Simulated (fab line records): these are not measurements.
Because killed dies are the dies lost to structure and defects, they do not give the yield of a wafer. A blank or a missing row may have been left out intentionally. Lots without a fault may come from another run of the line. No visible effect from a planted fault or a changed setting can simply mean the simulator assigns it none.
fab line records ; flow gf180mcu
record: lots: 24; wafers: 72; last_day: 34
route steps=602 shown SAB@273 V1@340 M2@376 V3@454 V4@501
lots untouched by any fault: they come from a run of this same line in which no faults occurred
start_h: the number of hours between the record's first day and the start of the first shown wafer of the lot ; wait_h: hours elapsed since this lot's preceding step ; " identical to the entry in the row above ; L1.1+2: several wafers, shown together as one row ; - no value, or no start given ; * or withheld: withheld ; < > ~ a bound
route shown NAME@n: NAME is a module with steps in the file, n the number in the route of the first one ; usual: mean/standard deviation taken from wafers without a fault ; same: alike in all rows ; chamber/n: place in a boat ; sites: each site's reading ; _std_site: standard deviation of those values ; _edge_site: inner sites' mean taken away from outer sites' mean ; radius_mm: for every site, how far away it sits from the centre of the wafer ; mask NAME#n: copy n ; behind: the most recent tool/chamber to have shaped the wafer ; hold: cause of the lot's hold/its duration in hours/its outcome ; device: which transistor (n, p or np) failed to switch ; end of line: the same wafers' tests at the end of the route ; a step with no rows: only its recipe ; killed: dies lost to structure and defects at the first sort, not the wafer's yield ; map: a wafer's dies, x killed, . not, _ none there
set.NAME: the setting as run; set.NAME@STEP: as run at that earlier step ; model.NAME: the simulator's own value behind a step, which no gauge read
a sample of lots followed through the steps of the route, with each step as a table and each wafer as a row
services: the hour from which a tool's chamber was out of use, counted from the record's first day as start_h (under 0 if before that day), plus the number of hours and why
== steps ==
step: GF_SAB_CD_MEAS_09
recipe: target_cd_nm: 420
usual: cd_nm: 420.2/2.4
lot.wafer;tool;chamber;start_h;wait_h;cd_nm
L074.2;cd_sem-02;-;338.54;0.1;422.0
L074.5;cd_sem-02;-;338.54;0.1;420.1
L074.6;cd_sem-02;-;338.54;0.1;420.7
L075.2;cd_sem-02;-;343.37;0.1;419.7
L075.3;cd_sem-02;-;343.37;0.1;419.5
L075.4;cd_sem-02;-;343.37;0.1;420.9
L076.1;cd_sem-02;-;354.30;0.1;423.6
L076.4;cd_sem-02;-;354.30;0.1;425.3
L076.5;cd_sem-02;-;354.30;0.1;426.3
L077.2;cd_sem-01;-;358.84;0.1;422.0
L077.5;cd_sem-01;-;358.84;0.1;422.6
L077.6;cd_sem-01;-;358.84;0.1;422.0
L078.1;cd_sem-01;-;370.67;0.2;420.5
L078.3;cd_sem-01;-;370.67;0.2;420.5
L078.5;cd_sem-01;-;370.67;0.2;422.6
L079.2;cd_sem-01;-;386.12;0.1;416.3
L079.3;cd_sem-01;-;386.12;0.1;418.8
L079.4;cd_sem-01;-;386.12;0.1;417.2
L080.2;cd_sem-01;-;392.94;0.2;421.6
L080.3;cd_sem-01;-;392.94;0.2;418.4
L080.4;cd_sem-01;-;392.94;0.2;418.5
L081.2;cd_sem-01;-;402.59;0.1;419.1
L081.4;cd_sem-01;-;402.59;0.1;417.5
L081.6;cd_sem-01;-;402.59;0.1;421.1
L082.1;cd_sem-02;-;411.74;0.1;421.7
L082.4;cd_sem-02;-;411.74;0.1;425.1
L082.6;cd_sem-02;-;411.74;0.1;419.9
L083.1;cd_sem-02;-;416.22;0.1;419.6
L083.2;cd_sem-02;-;416.22;0.1;421.1
L083.6;cd_sem-02;-;416.22;0.1;419.7
L084.3;cd_sem-01;-;434.08;0.1;418.2
L084.4;cd_sem-01;-;434.08;0.1;420.8
L084.6;cd_sem-01;-;434.08;0.1;417.4
L085.2;cd_sem-01;-;438.87;0.1;419.2
L085.3;cd_sem-01;-;438.87;0.1;416.2
L085.6;cd_sem-01;-;438.87;0.1;417.5
L086.2;cd_sem-01;-;443.57;0.1;421.5
L086.5;cd_sem-01;-;443.57;0.1;424.1
L086.6;cd_sem-01;-;443.57;0.1;422.7
L087.2;cd_sem-01;-;450.76;0.1;418.3
L087.5;cd_sem-01;-;450.76;0.1;418.3
L087.6;cd_sem-01;-;450.76;0.1;418.8
L088.1;cd_sem-02;-;459.35;0.1;419.8
L088.3;cd_sem-02;-;459.35;0.1;421.6
L088.5;cd_sem-02;-;459.35;0.1;420.2
L089.2;cd_sem-02;-;469.09;0.1;421.0
L089.4;cd_sem-02;-;469.09;0.1;420.7
L089.6;cd_sem-02;-;469.09;0.1;419.3
L090.1;cd_sem-02;-;475.07;0.1;421.3
L090.4;cd_sem-02;-;475.07;0.1;422.4
L090.6;cd_sem-02;-;475.07;0.1;424.2
L091.1;cd_sem-02;-;482.10;0.1;418.3
L091.4;cd_sem-02;-;482.10;0.1;421.1
L091.5;cd_sem-02;-;482.10;0.1;420.4
L092.2;cd_sem-01;-;492.41;0.1;421.5
L092.3;cd_sem-01;-;492.41;0.1;420.5
L092.4;cd_sem-01;-;492.41;0.1;419.4
L093.1;cd_sem-02;-;504.45;0.1;419.6
L093.2;cd_sem-02;-;504.45;0.1;420.4
L093.6;cd_sem-02;-;504.45;0.1;421.7
L094.2;cd_sem-01;-;512.44;0.1;418.6
L094.4;cd_sem-01;-;512.44;0.1;415.9
L094.5;cd_sem-01;-;512.44;0.1;417.3
L095.4;cd_sem-02;-;519.48;0.1;420.2
L095.5;cd_sem-02;-;519.48;0.1;420.5
L095.6;cd_sem-02;-;519.48;0.1;419.5
L096.1;cd_sem-01;-;529.69;0.1;421.6
L096.3;cd_sem-01;-;529.69;0.1;418.9
L096.4;cd_sem-01;-;529.69;0.1;420.4
L097.1;cd_sem-01;-;531.47;0.1;420.7
L097.2;cd_sem-01;-;531.47;0.1;417.1
L097.3;cd_sem-01;-;531.47;0.1;418.3
step: GF_V1_BOW_MEAS_05
recipe: mode: bow
usual: V1_BOW: 83/7.5
lot.wafer;tool;chamber;start_h;wait_h;V1_BOW[um]
L074.2;film_metro-03;-;387.29;0.2;88
L074.5;film_metro-03;-;387.29;0.2;78
L074.6;film_metro-03;-;387.29;0.2;86
L075.2;film_metro-01;-;393.92;0.3;77
L075.3;film_metro-01;-;393.92;0.3;68
L075.4;film_metro-01;-;393.92;0.3;80
L076.1;film_metro-01;-;404.41;0.1;81
L076.4;film_metro-01;-;404.41;0.1;81
L076.5;film_metro-01;-;404.41;0.1;86
L077.2;film_metro-02;-;409.41;0.2;88
L077.5;film_metro-02;-;409.41;0.2;83
L077.6;film_metro-02;-;409.41;0.2;90
L078.1;film_metro-02;-;422.32;0.2;89
L078.3;film_metro-02;-;422.32;0.2;76
L078.5;film_metro-02;-;422.32;0.2;86
L079.2;film_metro-03;-;437.57;0.1;80
L079.3;film_metro-03;-;437.57;0.1;79
L079.4;film_metro-03;-;437.57;0.1;70
L080.2;film_metro-01;-;445.77;0.3;82
L080.3;film_metro-01;-;445.77;0.3;81
L080.4;film_metro-01;-;445.77;0.3;73
L081.2;film_metro-02;-;454.69;0.2;79
L081.4;film_metro-02;-;454.69;0.2;75
L081.6;film_metro-02;-;454.69;0.2;92
L082.1;film_metro-01;-;464.26;0.2;73
L082.4;film_metro-01;-;464.26;0.2;75
L082.6;film_metro-01;-;464.26;0.2;79
L083.1;film_metro-03;-;468.81;0.2;82
L083.2;film_metro-03;-;468.81;0.2;84
L083.6;film_metro-03;-;468.81;0.2;89
L084.3;film_metro-01;-;487.71;0.2;84
L084.4;film_metro-01;-;487.71;0.2;78
L084.6;film_metro-01;-;487.71;0.2;80
L085.2;film_metro-03;-;492.44;0.1;75
L085.3;film_metro-03;-;492.44;0.1;82
L085.6;film_metro-03;-;492.44;0.1;91
L086.2;film_metro-02;-;495.62;0.3;72
L086.5;film_metro-02;-;495.62;0.3;86
L086.6;film_metro-02;-;495.62;0.3;84
L087.2;film_metro-01;-;503.10;0.2;75
L087.5;film_metro-01;-;503.10;0.2;82
L087.6;film_metro-01;-;503.10;0.2;75
L088.1;film_metro-01;-;511.13;0.1;72
L088.3;film_metro-01;-;511.13;0.1;88
L088.5;film_metro-01;-;511.13;0.1;80
L089.2;film_metro-01;-;520.84;0.2;94
L089.4;film_metro-01;-;520.84;0.2;91
L089.6;film_metro-01;-;520.84;0.2;89
L090.1;film_metro-03;-;526.65;0.1;73
L090.4;film_metro-03;-;526.65;0.1;60
L090.6;film_metro-03;-;526.65;0.1;87
L091.1;film_metro-01;-;532.55;0.2;95
L091.4;film_metro-01;-;532.55;0.2;98
L091.5;film_metro-01;-;532.55;0.2;84
L092.2;film_metro-03;-;543.42;0.3;90
L092.3;film_metro-03;-;543.42;0.3;90
L092.4;film_metro-03;-;543.42;0.3;94
L093.1;film_metro-01;-;554.80;0.2;104
L093.2;film_metro-01;-;554.80;0.2;93
L093.6;film_metro-01;-;554.80;0.2;82
L094.2;film_metro-02;-;562.64;0.2;95
L094.4;film_metro-02;-;562.64;0.2;84
L094.5;film_metro-02;-;562.64;0.2;85
L095.4;film_metro-03;-;569.48;0.3;75
L095.5;film_metro-03;-;569.48;0.3;82
L095.6;film_metro-03;-;569.48;0.3;78
L096.1;film_metro-01;-;579.38;0.1;83
L096.3;film_metro-01;-;579.38;0.1;96
L096.4;film_metro-01;-;579.38;0.1;90
L097.1;film_metro-01;-;580.01;0.2;84
L097.2;film_metro-01;-;580.01;0.2;75
L097.3;film_metro-01;-;580.01;0.2;89
step: GF_M2_CD_MEAS_14
recipe: target_cd_nm: 280
usual: cd_nm: 279.6/1.3
lot.wafer;tool;chamber;start_h;wait_h;cd_nm
L074.2;cd_sem-02;-;435.52;0.1;280.4
L074.5;cd_sem-02;-;435.52;0.1;278.9
L074.6;cd_sem-02;-;435.52;0.1;279.9
L075.2;cd_sem-01;-;442.97;0.1;279.5
L075.3;cd_sem-01;-;442.97;0.1;278.8
L075.4;cd_sem-01;-;442.97;0.1;278.2
L076.1;cd_sem-01;-;452.89;0.1;278.5
L076.4;cd_sem-01;-;452.89;0.1;278.6
L076.5;cd_sem-01;-;452.89;0.1;278.6
L077.2;cd_sem-02;-;459.07;0.1;281.6
L077.5;cd_sem-02;-;459.07;0.1;280.8
L077.6;cd_sem-02;-;459.07;0.1;281.5
L078.1;cd_sem-02;-;472.05;0.1;279.7
L078.3;cd_sem-02;-;472.05;0.1;279.4
L078.5;cd_sem-02;-;472.05;0.1;279.2
L079.2;cd_sem-01;-;487.91;0.1;278.0
L079.3;cd_sem-01;-;487.91;0.1;278.7
L079.4;cd_sem-01;-;487.91;0.1;278.7
L080.2;cd_sem-02;-;495.52;0.1;279.6
L080.3;cd_sem-02;-;495.52;0.1;279.1
L080.4;cd_sem-02;-;495.52;0.1;278.8
L081.2;cd_sem-01;-;504.49;0.1;280.5
L081.4;cd_sem-01;-;504.49;0.1;280.5
L081.6;cd_sem-01;-;504.49;0.1;279.5
L082.1;cd_sem-01;-;513.80;0.1;278.7
L082.4;cd_sem-01;-;513.80;0.1;277.4
L082.6;cd_sem-01;-;513.80;0.1;278.8
L083.1;cd_sem-02;-;518.44;0.1;278.2
L083.2;cd_sem-02;-;518.44;0.1;278.4
L083.6;cd_sem-02;-;518.44;0.1;279.0
L084.3;cd_sem-02;-;536.64;0.1;281.5
L084.4;cd_sem-02;-;536.64;0.1;280.1
L084.6;cd_sem-02;-;536.64;0.1;280.9
L085.2;cd_sem-01;-;540.42;0.1;279.2
L085.3;cd_sem-01;-;540.42;0.1;280.7
L085.6;cd_sem-01;-;540.42;0.1;279.0
L086.2;cd_sem-01;-;543.56;0.1;280.9
L086.5;cd_sem-01;-;543.56;0.1;280.3
L086.6;cd_sem-01;-;543.56;0.1;281.3
L087.2;cd_sem-01;-;550.91;0.1;279.8
L087.5;cd_sem-01;-;550.91;0.1;278.6
L087.6;cd_sem-01;-;550.91;0.1;276.8
L088.1;cd_sem-02;-;559.05;0.1;278.3
L088.3;cd_sem-02;-;559.05;0.1;278.6
L088.5;cd_sem-02;-;559.05;0.1;277.8
L089.2;cd_sem-02;-;567.61;0.1;280.9
L089.4;cd_sem-02;-;567.61;0.1;281.4
L089.6;cd_sem-02;-;567.61;0.1;281.1
L090.1;cd_sem-02;-;572.12;0.1;281.6
L090.4;cd_sem-02;-;572.12;0.1;282.7
L090.6;cd_sem-02;-;572.12;0.1;282.4
L091.1;cd_sem-02;-;577.54;0.1;278.2
L091.4;cd_sem-02;-;577.54;0.1;278.3
L091.5;cd_sem-02;-;577.54;0.1;277.5
L092.2;cd_sem-01;-;588.27;0.1;277.9
L092.3;cd_sem-01;-;588.27;0.1;277.7
L092.4;cd_sem-01;-;588.27;0.1;278.4
L093.1;cd_sem-01;-;599.40;0.1;280.1
L093.2;cd_sem-01;-;599.40;0.1;279.6
L093.6;cd_sem-01;-;599.40;0.1;280.3
L094.2;cd_sem-01;-;606.97;0.1;282.3
L094.4;cd_sem-01;-;606.97;0.1;281.7
L094.5;cd_sem-01;-;606.97;0.1;281.4
L095.4;cd_sem-02;-;613.91;0.1;278.5
L095.5;cd_sem-02;-;613.91;0.1;278.9
L095.6;cd_sem-02;-;613.91;0.1;279.6
L096.1;cd_sem-01;-;623.36;0.1;279.9
L096.3;cd_sem-01;-;623.36;0.1;278.3
L096.4;cd_sem-01;-;623.36;0.1;279.4
L097.1;cd_sem-01;-;624.25;0.1;279.3
L097.2;cd_sem-01;-;624.25;0.1;280.5
L097.3;cd_sem-01;-;624.25;0.1;280.0
step: GF_V3_THK_MEAS_25
recipe: thk_meas_gauge: xrf; reads: W_of_V3_CVD_23
usual: V3_W_THK: 356/5.8
lot.wafer;tool;chamber;start_h;wait_h;V3_W_THK[nm]
L074.2;film_metro-02;-;513.08;0.1;349
L074.5;film_metro-02;-;513.08;0.1;351
L074.6;film_metro-02;-;513.08;0.1;352
L075.2;film_metro-03;-;519.98;0.1;348
L075.3;film_metro-03;-;519.98;0.1;347
L075.4;film_metro-03;-;519.98;0.1;348
L076.1;film_metro-03;-;529.30;0.1;359
L076.4;film_metro-03;-;529.30;0.1;351
L076.5;film_metro-03;-;529.30;0.1;357
L077.2;film_metro-02;-;534.78;0.1;356
L077.5;film_metro-02;-;534.78;0.1;351
L077.6;film_metro-02;-;534.78;0.1;358
L078.1;film_metro-01;-;548.40;0.1;360
L078.3;film_metro-01;-;548.40;0.1;359
L078.5;film_metro-01;-;548.40;0.1;359
L079.2;film_metro-02;-;562.57;0.1;351
L079.3;film_metro-02;-;562.57;0.1;349
L079.4;film_metro-02;-;562.57;0.1;351
L080.2;film_metro-01;-;570.04;0.1;351
L080.3;film_metro-01;-;570.04;0.1;353
L080.4;film_metro-01;-;570.04;0.1;352
L081.2;film_metro-02;-;578.43;0.1;355
L081.4;film_metro-02;-;578.43;0.1;355
L081.6;film_metro-02;-;578.43;0.1;350
L082.1;film_metro-03;-;587.31;0.1;348
L082.4;film_metro-03;-;587.31;0.1;349
L082.6;film_metro-03;-;587.31;0.1;352
L083.1;film_metro-03;-;589.32;0.1;342
L083.2;film_metro-03;-;589.32;0.1;340
L083.6;film_metro-03;-;589.32;0.1;344
L084.3;film_metro-03;-;608.24;0.1;356
L084.4;film_metro-03;-;608.24;0.1;354
L084.6;film_metro-03;-;608.24;0.1;350
L085.2;film_metro-01;-;610.67;0.1;360
L085.3;film_metro-01;-;610.67;0.1;369
L085.6;film_metro-01;-;610.67;0.1;362
L086.2;film_metro-01;-;614.14;0.1;357
L086.5;film_metro-01;-;614.14;0.1;351
L086.6;film_metro-01;-;614.14;0.1;352
L087.2;film_metro-01;-;619.59;0.1;364
L087.5;film_metro-01;-;619.59;0.1;358
L087.6;film_metro-01;-;619.59;0.1;365
L088.1;film_metro-01;-;627.47;0.1;366
L088.3;film_metro-01;-;627.47;0.1;369
L088.5;film_metro-01;-;627.47;0.1;361
L089.2;film_metro-01;-;637.16;0.1;348
L089.4;film_metro-01;-;637.16;0.1;351
L089.6;film_metro-01;-;637.16;0.1;346
L090.1;film_metro-01;-;639.75;0.1;360
L090.4;film_metro-01;-;639.75;0.1;361
L090.6;film_metro-01;-;639.75;0.1;359
L091.1;film_metro-01;-;645.64;0.1;358
L091.4;film_metro-01;-;645.64;0.1;359
L091.5;film_metro-01;-;645.64;0.1;356
L092.2;film_metro-01;-;656.03;0.1;356
L092.3;film_metro-01;-;656.03;0.1;358
L092.4;film_metro-01;-;656.03;0.1;353
L093.1;film_metro-01;-;664.93;0.1;359
L093.2;film_metro-01;-;664.93;0.1;362
L093.6;film_metro-01;-;664.93;0.1;363
L094.2;film_metro-01;-;671.44;0.1;361
L094.4;film_metro-01;-;671.44;0.1;364
L094.5;film_metro-01;-;671.44;0.1;355
L095.4;film_metro-01;-;680.19;0.1;352
L095.5;film_metro-01;-;680.19;0.1;354
L095.6;film_metro-01;-;680.19;0.1;352
L096.1;film_metro-01;-;686.78;0.1;355
L096.3;film_metro-01;-;686.78;0.1;357
L096.4;film_metro-01;-;686.78;0.1;356
L097.1;film_metro-02;-;687.32;0.1;358
L097.2;film_metro-02;-;687.32;0.1;367
L097.3;film_metro-02;-;687.32;0.1;356
step: GF_V3_CMP_26
recipe: stop_on: SiO2; down_force_psi: 3.5; platen_rpm: 60; t_overpolish_s: 15; target_thk_nm: 0; pad_velocity_m_s: 0.94248
usual: motor_current_A: 10.9/0.79; overpolish_run_s: 15.001/0.0087; time_to_endpoint_s: 84/3.2
lot.wafer;tool;chamber;start_h;wait_h;motor_current_A;overpolish_run_s;time_to_endpoint_s
L074.2;cmp-01;3;513.23;0.1;11.4;15.009;79
L074.5;cmp-01;1;513.23;0.1;12.0;15.010;76
L074.6;cmp-01;2;513.23;0.1;10.0;15.008;79
L075.3;cmp-01;3;520.08;0.1;11.1;15.010;82
L075.2;cmp-01;0;520.08;0.1;10.4;15.007;79
L075.4;cmp-01;1;520.08;0.1;11.5;14.990;77
L076.1;cmp-02;0;529.36;0.1;10.1;14.988;83
L076.4;cmp-02;1;529.36;0.1;11.7;15.017;84
L076.5;cmp-02;0;529.36;0.1;10.5;15.010;87
L077.2;cmp-02;3;534.98;0.2;9.8;15.000;80
L077.5;cmp-02;0;534.98;0.2;10.8;14.986;80
L077.6;cmp-02;1;534.98;0.2;11.6;15.009;82
L078.1;cmp-02;1;548.46;0.1;10.9;14.995;83
L078.3;cmp-02;3;548.46;0.1;9.9;14.997;87
L078.5;cmp-02;1;548.46;0.1;11.9;14.987;85
L079.2;cmp-02;1;562.62;0.0;10.5;14.993;86
L079.3;cmp-02;2;562.62;0.0;11.5;15.002;88
L079.4;cmp-02;0;562.62;0.0;10.3;15.001;88
L080.3;cmp-01;0;570.09;0.0;10.9;15.006;85
L080.4;cmp-01;2;570.09;0.0;10.2;14.994;86
L080.2;cmp-01;3;570.09;0.0;11.2;15.017;86
L081.4;cmp-01;3;578.48;0.0;11.2;15.015;85
L081.2;cmp-01;1;578.48;0.0;11.9;14.990;78
L081.6;cmp-01;0;578.48;0.0;10.7;15.011;83
L082.4;cmp-02;3;587.37;0.0;10.1;14.990;81
L082.1;cmp-02;2;587.37;0.0;11.5;15.000;88
L082.6;cmp-02;0;587.37;0.0;10.6;14.999;85
L083.2;cmp-01;3;589.38;0.0;11.8;15.009;81
L083.1;cmp-01;2;589.38;0.0;9.8;14.990;85
L083.6;cmp-01;0;589.38;0.0;10.6;15.021;83
L084.3;cmp-02;2;608.28;0.0;11.3;14.999;89
L084.4;cmp-02;0;608.28;0.0;10.2;14.992;89
L084.6;cmp-02;3;608.28;0.0;9.5;14.999;87
L085.3;cmp-01;3;610.72;0.0;11.9;15.005;88
L085.2;cmp-01;1;610.72;0.0;11.9;14.999;85
L085.6;cmp-01;0;610.72;0.0;11.2;15.001;89
L086.2;cmp-02;2;614.29;0.1;11.2;15.008;87
L086.5;cmp-02;0;614.29;0.1;10.5;15.016;86
L086.6;cmp-02;1;614.29;0.1;11.0;15.012;84
L087.2;cmp-01;3;620.00;0.4;11.0;14.999;82
L087.5;cmp-01;0;620.00;0.4;10.8;14.989;85
L087.6;cmp-01;1;620.00;0.4;11.9;15.005;81
L088.1;cmp-01;0;627.53;0.1;11.0;15.003;88
L088.3;cmp-01;2;627.53;0.1;9.8;15.003;86
L088.5;cmp-01;1;627.53;0.1;12.4;15.001;82
L089.4;cmp-01;3;637.36;0.2;11.8;14.998;80
L089.2;cmp-01;1;637.36;0.2;12.1;15.000;79
L089.6;cmp-01;0;637.36;0.2;10.8;15.008;83
L090.1;cmp-02;2;639.91;0.1;11.7;14.992;92
L090.4;cmp-02;3;639.91;0.1;9.3;14.987;88
L090.6;cmp-02;0;639.91;0.1;10.5;15.013;88
L091.1;cmp-01;2;645.70;0.1;10.1;15.001;85
L091.4;cmp-01;1;645.70;0.1;12.0;14.993;80
L091.5;cmp-01;3;645.70;0.1;11.1;15.002;81
L092.2;cmp-01;3;656.08;0.0;11.6;15.011;85
L092.3;cmp-01;1;656.08;0.0;12.0;15.005;86
L092.4;cmp-01;2;656.08;0.0;10.0;15.003;84
L093.2;cmp-01;2;664.99;0.0;9.6;15.002;87
L093.1;cmp-01;3;664.99;0.0;11.3;14.988;82
L093.6;cmp-01;2;664.99;0.0;10.2;14.997;83
L094.2;cmp-01;1;671.59;0.1;12.7;15.004;81
L094.4;cmp-01;2;671.59;0.1;10.4;15.008;86
L094.5;cmp-01;3;671.59;0.1;11.8;14.998;84
L095.4;cmp-02;2;680.22;0.0;11.8;15.003;87
L095.6;cmp-02;2;680.22;0.0;11.9;14.980;84
L095.5;cmp-02;3;680.22;0.0;10.0;15.002;85
L096.3;cmp-01;2;686.84;0.0;9.9;15.001;85
L096.1;cmp-01;3;686.84;0.0;11.4;15.008;85
L096.4;cmp-01;1;686.84;0.0;12.0;14.985;82
L097.1;cmp-02;2;687.43;0.1;11.2;15.026;82
L097.2;cmp-02;3;687.43;0.1;9.1;15.009;82
L097.3;cmp-02;0;687.43;0.1;10.7;15.008;82
step: GF_V4_THK_MEAS_25
recipe: thk_meas_gauge: xrf; reads: W_of_V4_CVD_23
usual: V4_W_THK: 348/6.1
lot.wafer;tool;chamber;start_h;wait_h;V4_W_THK[nm]
L074.2;film_metro-02;-;561.71;0.1;348
L074.5;film_metro-02;-;561.71;0.1;346
L074.6;film_metro-02;-;561.71;0.1;348
L075.2;film_metro-04;-;567.78;0.1;343
L075.3;film_metro-04;-;567.78;0.1;340
L075.4;film_metro-04;-;567.78;0.1;342
L076.1;film_metro-03;-;576.83;0.1;348
L076.4;film_metro-03;-;576.83;0.1;347
L076.5;film_metro-03;-;576.83;0.1;357
L077.2;film_metro-03;-;581.77;0.1;357
L077.5;film_metro-03;-;581.77;0.1;357
L077.6;film_metro-03;-;581.77;0.1;355
L078.1;film_metro-03;-;595.07;0.1;350
L078.3;film_metro-03;-;595.07;0.1;350
L078.5;film_metro-03;-;595.07;0.1;345
L079.2;film_metro-03;-;608.89;0.1;346
L079.3;film_metro-03;-;608.89;0.1;343
L079.4;film_metro-03;-;608.89;0.1;348
L080.2;film_metro-04;-;616.20;0.1;345
L080.3;film_metro-04;-;616.20;0.1;354
L080.4;film_metro-04;-;616.20;0.1;343
L081.2;film_metro-02;-;622.96;0.1;342
L081.4;film_metro-02;-;622.96;0.1;347
L081.6;film_metro-02;-;622.96;0.1;352
L082.1;film_metro-02;-;631.63;0.1;355
L082.4;film_metro-02;-;631.63;0.1;352
L082.6;film_metro-02;-;631.63;0.1;351
L083.1;film_metro-03;-;634.73;0.1;347
L083.2;film_metro-03;-;634.73;0.1;348
L083.6;film_metro-03;-;634.73;0.1;340
L084.3;film_metro-02;-;651.85;0.1;354
L084.4;film_metro-02;-;651.85;0.1;361
L084.6;film_metro-02;-;651.85;0.1;361
L085.2;film_metro-02;-;654.40;0.1;344
L085.3;film_metro-02;-;654.40;0.1;342
L085.6;film_metro-02;-;654.40;0.1;344
L086.2;film_metro-03;-;658.22;0.1;347
L086.5;film_metro-03;-;658.22;0.1;342
L086.6;film_metro-03;-;658.22;0.1;343
L087.2;film_metro-04;-;663.21;0.1;347
L087.5;film_metro-04;-;663.21;0.1;355
L087.6;film_metro-04;-;663.21;0.1;345
L088.1;film_metro-04;-;670.36;0.1;349
L088.3;film_metro-04;-;670.36;0.1;347
L088.5;film_metro-04;-;670.36;0.1;348
L089.2;film_metro-03;-;680.05;0.1;353
L089.4;film_metro-03;-;680.05;0.1;357
L089.6;film_metro-03;-;680.05;0.1;357
L090.1;film_metro-03;-;681.98;0.1;346
L090.4;film_metro-03;-;681.98;0.1;349
L090.6;film_metro-03;-;681.98;0.1;354
L091.1;film_metro-03;-;687.03;0.1;343
L091.4;film_metro-03;-;687.03;0.1;344
L091.5;film_metro-03;-;687.03;0.1;341
L092.2;film_metro-03;-;696.81;0.1;339
L092.3;film_metro-03;-;696.81;0.1;338
L092.4;film_metro-03;-;696.81;0.1;339
L093.1;film_metro-03;-;705.64;0.1;339
L093.2;film_metro-03;-;705.64;0.1;341
L093.6;film_metro-03;-;705.64;0.1;336
L094.2;film_metro-03;-;711.31;0.1;348
L094.4;film_metro-03;-;711.31;0.1;342
L094.5;film_metro-03;-;711.31;0.1;355
L095.4;film_metro-04;-;720.44;0.1;346
L095.5;film_metro-04;-;720.44;0.1;350
L095.6;film_metro-04;-;720.44;0.1;352
L096.1;film_metro-04;-;726.24;0.1;345
L096.3;film_metro-04;-;726.24;0.1;340
L096.4;film_metro-04;-;726.24;0.1;347
L097.1;film_metro-02;-;726.33;0.1;356
L097.2;film_metro-02;-;726.33;0.1;355
L097.3;film_metro-02;-;726.33;0.1;360
== services ==
tool;chamber;start_h;hours;kind
cmp-01;-;528.54;4.3;repair
cmp-01;-;553.02;0.4;repair
cmp-01;-;567.41;2.4;repair
cmp-02;-;573.84;0.3;repair
cmp-02;-;577.52;4.0;pm
cmp-02;-;581.52;-;consumable_replace:conditioner
cmp-02;-;581.52;-;consumable_replace:pad
cmp-01;-;596.76;6.5;pm
cmp-02;-;617.38;19.1;pm
== key ==
fault none
